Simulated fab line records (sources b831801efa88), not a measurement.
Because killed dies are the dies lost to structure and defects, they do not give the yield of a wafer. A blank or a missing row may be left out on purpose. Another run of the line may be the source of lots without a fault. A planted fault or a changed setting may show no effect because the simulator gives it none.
A struck lot beside a sound one | flow gf180mcu | 16 out of 602 route steps
Sound: the wafers L267.3, L267.5, L267.6. Struck: wafer L277.3; the same lot's L277.4 was not struck, so it is left out; see the end for the cause.
For every step that has rows: the tool of each side, followed by ch and its chambers, followed by its first start. Under that, the readings that differ: sound wafers | struck wafers | difference of the means | sigmas: that difference in standard deviations of wafers without a fault.
alike: readings whose means differ by less than 2 such deviations, and words and numbers that are the same on both sides. not compared: withheld readings, readings that some wafer has no value for, bounds like >300 that may hide the same value, and numbers for which the record gives no deviation and whose values overlap.
Wherever a step has rows on one side only, a row that says differs or no value, or a row with sigmas, the two part there. Numbers that have no deviation but don't overlap get no sigmas and don't part them. Lack of a reading on every wafer of one side parts them only where that side has two or more wafers.

first, 3 steps without rows for these wafers: GF_V5_EXPOSE_11 (exposes mask Via5, target cd 260 nm); GF_V5_PEB_12 (peb time 90 s); GF_V5_DEVELOP_13 (develop time 60 s).
GF_V5_CD_MEAS_14: the cd target is 260 nm.
  struck on cd sem-01, day 30 11:52; sound on cd sem-01, day 27 07:40
  alike: cd nm
GF_V5_OVL_MEAS_15:
  struck on overlay-02, day 30 11:57; sound on overlay-01, day 27 07:46
  alike: V5_OVL
GF_V5_ETCH_16: etches BARC in N2/H2.
  sound on rie diel-02 ch 2,3, day 27 07:47; struck on rie diel-02 ch 3, day 30 11:58
  alike: drypump motor current A, oes product au, throttle valve pct
GF_V5_ETCH_17: etches SiO2 in C4F8/O2/Ar, stops on TiN, target depth 855 nm.
  sound: rie diel-02 ch 2,3; struck: rie diel-02 ch 3
  reading               | sound             | struck | difference | sigmas
  oes product au (a.u.) | 0.856 0.857 0.857 | 0.867  | +0.010     | +2
GF_V5_STRIP_18: strips in O2/N2.
  sound on plasma asher-03 ch 0,1, day 27 07:58; struck on plasma asher-01 ch 0, day 30 12:10
  alike: drypump motor current A, heater power w, oes product au
  not compared: rf hours counter h
then, 2 steps without rows for these wafers: GF_V5_STRIP_19 (strips in post etch residue remover, time 1200 s); GF_V5_CLEAN_20 (cleans in DIW).
GF_V5_SPUTTER_21: material Ti, target thk 15 nm, time 80.02 s.
  struck on pvd sputter-03, day 30 12:44; sound on pvd sputter-02, day 27 08:31
  alike: substrate temp c, throttle valve pct
then, 1 step without rows for these wafers: GF_V5_SPUTTER_22 (material TiN, target thk 10 nm, time 40 s).
GF_V5_CVD_23: deposits W, target thk 350 nm, time 104.9 s.
  sound on cvd w-01 ch 0,1, day 27 08:39; struck on cvd w-02 ch 0, day 30 12:52
  reading                          | sound             | struck | difference | sigmas
  model.W_of_V5_CVD_23.thk nm (nm) | 343.2 351.9 344.9 | 361.2  | +14.5      |
  alike: heater power outer w, heater power w
GF_V5_RS_MEAS_24: a four-point-probe measurement.
  struck on film metro-04, day 30 12:59; sound on film metro-01, day 27 08:46
  reading          | sound             | struck | difference | sigmas
  V5_W_RS (ohm/sq) | 0.333 0.326 0.332 | 0.318  | -0.012     | -3
GF_V5_THK_MEAS_25: measures by xrf.
  struck on film metro-04, day 30 13:05; sound on film metro-01, day 27 08:52
  reading       | sound       | struck | difference | sigmas
  V5_W_THK (nm) | 345 356 350 | 367    | +17        | +3
GF_V5_CMP_26: polishes, stops on SiO2, t overpolish 15 s, target thk 0 nm.
  sound on cmp-01 ch 0,2,3, day 27 09:04; struck on cmp-01 ch 0, day 30 13:08
  reading                | sound    | struck | difference | sigmas
  time to endpoint s (s) | 81 85 82 | 94     | +11        | +3
  alike: motor current A, overpolish run s

== WHERE THEY PART ==
Last at GF_V5_CMP_26 as far as this record goes, first at GF_V5_ETCH_17.

WHY: the cause the simulator had injected
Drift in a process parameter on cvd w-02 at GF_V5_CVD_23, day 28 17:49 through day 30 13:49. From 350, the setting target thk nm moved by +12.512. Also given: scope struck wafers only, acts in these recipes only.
